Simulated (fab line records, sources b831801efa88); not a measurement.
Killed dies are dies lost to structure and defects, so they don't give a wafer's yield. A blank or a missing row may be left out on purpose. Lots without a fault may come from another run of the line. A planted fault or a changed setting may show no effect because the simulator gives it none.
A struck lot beside a sound one | flow sky130 | 30 steps out of a route of 708
Sound: wafers L831.1, L831.2, L831.4. Struck: wafer L844.4. (L844.5, L844.6 of the same lot were not struck and are left out.) The cause comes at the end.
At each step with rows: each side's tool, then ch and its chambers, then its first start. Under that, the readings that differ: sound wafers | struck wafers | difference of the means | sigmas: that difference in standard deviations of wafers without a fault.
alike: readings whose means differ by less than 2 such deviations, and words and numbers that are the same on both sides. not compared: withheld readings, readings that some wafer has no value for, bounds like >300 that may hide the same value, and numbers for which the record gives no deviation and whose values overlap.
The two part at a step that has a row with sigmas, a row that says differs or no value, or rows on one side only. Numbers that don't overlap but have no deviation are shown without sigmas and don't part them. A reading that every wafer of one side lacks parts them only if that side has two wafers or more.

SKY_LI_CONTACT_OVL_MEAS_13:
  sound on overlay-02, day 29 04:16; struck on overlay-01, day 34 07:17
  alike: LI_CONTACT_OVL
SKY_LI_CONTACT_ETCH_14: etches BARC in N2/H2, stops on SiO2, time 45.9 s, target depth 60 nm.
  sound on rie_diel-04 ch 0,3, day 29 04:18; struck on rie_diel-02 ch 1, day 34 07:18
  reading               | sound             | struck | difference | sigmas
  oes_product_au (a.u.) | 0.847 0.848 0.847 | 0.857  | +0.010     | +2
  alike: drypump_motor_current_A, throttle_valve_pct
  not compared: rf_hours_counter_h
then, 5 steps without rows for these wafers: SKY_LI_CONTACT_ETCH_15 (etches PSG in C4F8/O2/Ar, stops on Si, target depth 600 nm); SKY_LI_CONTACT_STRIP_16 (strips in O2/N2); SKY_LI_CONTACT_CLEAN_17 (cleans in NMP, time 600 s); SKY_LI_CONTACT_PRE_CLEAN_18 (time 5.6 s); SKY_LI_CONTACT_SPUTTER_19 (material Ti, target thk 20 nm, time 106.37 s).
SKY_LI_CONTACT_SPUTTER_20: material TiN, target thk 20 nm, time 80 s.
  sound on pvd_sputter-04, day 29 04:49; struck on pvd_sputter-01, day 34 07:48
  alike: cathode_dc_power_W, throttle_valve_pct
SKY_LI_CONTACT_CVD_21: deposits W, target thk 400 nm, time 120.56 s.
  sound on cvd_w-01 ch 0,1, day 29 04:53; struck on cvd_w-01 ch 0, day 34 07:59
  alike: heater_power_w
SKY_LI_CONTACT_RS_MEAS_22: measures by four-point-probe.
  sound on film_metro-04, day 29 05:00; struck on film_metro-01, day 34 08:10
  alike: LI_CONTACT_W_RS
SKY_LI_CONTACT_THK_MEAS_23: measures by xrf.
  sound on film_metro-04, day 29 05:07; struck on film_metro-01, day 34 08:16
  reading               | sound       | struck | difference | sigmas
  LI_CONTACT_W_THK (nm) | 414 402 406 | 393    | -14        | -2
then, 1 step without rows for these wafers: SKY_LI_CONTACT_CMP_24 (polishes, stops on PSG, t overpolish 20 s, target thk 0 nm).
SKY_LOCAL_INTERCONNECT_SPUTTER_00: material TiN, target thk 100 nm, time 83.3 s.
  sound on pvd_sputter-01, day 29 05:29; struck on pvd_sputter-01, day 34 08:35
  reading                                                | sound                | struck | difference | sigmas
  cathode_dc_power_W (W)                                 | 6500.5 6498.7 6500.6 | 8184.6 | +1684.7    | +99 or more
  model.TiN_of_LOCAL_INTERCONNECT_SPUTTER_00.thk_nm (nm) | 100 101.5 100.9      | 126    | +25        |
  alike: substrate_temp_c, throttle_valve_pct
SKY_LOCAL_INTERCONNECT_RS_MEAS_01: measures by four-point-probe.
  sound on film_metro-02, day 29 05:33; struck on film_metro-02, day 34 08:43
  reading                            | sound             | struck | difference | sigmas
  LOCAL_INTERCONNECT_TIN_RS (ohm/sq) | 14.16 13.91 14.00 | 11.11  | -2.91      | -15
SKY_LOCAL_INTERCONNECT_THK_MEAS_02: measures by xrf.
  sound on film_metro-02, day 29 05:40; struck on film_metro-02, day 34 08:49
  reading                         | sound           | struck | difference | sigmas
  LOCAL_INTERCONNECT_TIN_THK (nm) | 98.7 100.2 99.2 | 123.1  | +23.7      | +18
then, 8 steps without rows for these wafers: SKY_LOCAL_INTERCONNECT_DEHYDRATE_03 (time 60 s); SKY_LOCAL_INTERCONNECT_HMDS_04 (prime time 60 s); SKY_LOCAL_INTERCONNECT_COAT_05 (resist thk 60 nm); SKY_LOCAL_INTERCONNECT_COAT_06 (resist thk 450 nm); SKY_LOCAL_INTERCONNECT_SOFTBAKE_07 (time 90 s); SKY_LOCAL_INTERCONNECT_EXPOSE_08 (exposes mask LI1M, target cd 170 nm); SKY_LOCAL_INTERCONNECT_PEB_09; SKY_LOCAL_INTERCONNECT_DEVELOP_10 (develop time 60 s).
SKY_LOCAL_INTERCONNECT_CD_MEAS_11: target cd 170 nm.
  sound on cd_sem-01, day 30 09:42; struck on cd_sem-01, day 35 10:08
  alike: cd_nm
SKY_LOCAL_INTERCONNECT_OVL_MEAS_12:
  sound on overlay-01, day 30 09:49; struck on overlay-01, day 35 10:13
  alike: LOCAL_INTERCONNECT_OVL
SKY_LOCAL_INTERCONNECT_ETCH_13: etches BARC in N2/H2, stops on SiO2, time 45.9 s, target depth 60 nm.
  sound on rie_metal-04 ch 0,1, day 30 09:51; struck on rie_metal-04 ch 0, day 35 10:16
  alike: drypump_motor_current_A, oes_product_au, throttle_valve_pct
  not compared: rf_hours_counter_h
SKY_LOCAL_INTERCONNECT_METAL_ETCH_14: etches TiN in Cl2/BCl3, stops on PSG, target depth 110 nm, time 31.4 s.
  sound on rie_metal-04 ch 0,1, day 30 09:55; struck on rie_metal-04 ch 0, day 35 10:19
  reading               | sound             | struck | difference | sigmas
  oes_product_au (a.u.) | 0.941 0.955 0.946 | 0.986  | +0.039     | +5
  alike: drypump_motor_current_A, throttle_valve_pct
  not compared: rf_hours_counter_h
SKY_LOCAL_INTERCONNECT_STRIP_15: strips in O2/N2.
  sound on plasma_asher-02 ch 0,1, day 30 09:58; struck on plasma_asher-04 ch 0, day 35 10:23
  alike: drypump_motor_current_A, oes_product_au, strip_time_to_endpoint_s
  not compared: rf_hours_counter_h
SKY_LOCAL_INTERCONNECT_STRIP_16: strips in post etch residue remover, time 1200 s.
  sound on wet_bench-04 ch 1, day 30 10:04; struck on wet_bench-03 ch 2, day 35 10:27
  reading                                                | sound          | struck | difference | sigmas
  model.TiN_of_LOCAL_INTERCONNECT_SPUTTER_00.thk_nm (nm) | 99.6 101 100.5 | 125.6  | +25.2      |
then, 1 step without rows for these wafers: SKY_LOCAL_INTERCONNECT_CLEAN_17 (cleans in IPA, time 180 s).

WHERE THEY PART
First at SKY_LI_CONTACT_ETCH_14; last, within this record, at SKY_LOCAL_INTERCONNECT_METAL_ETCH_14. Later steps at which nothing parts them and some readings are alike: SKY_LOCAL_INTERCONNECT_STRIP_15.

WHY: what the simulator had put in
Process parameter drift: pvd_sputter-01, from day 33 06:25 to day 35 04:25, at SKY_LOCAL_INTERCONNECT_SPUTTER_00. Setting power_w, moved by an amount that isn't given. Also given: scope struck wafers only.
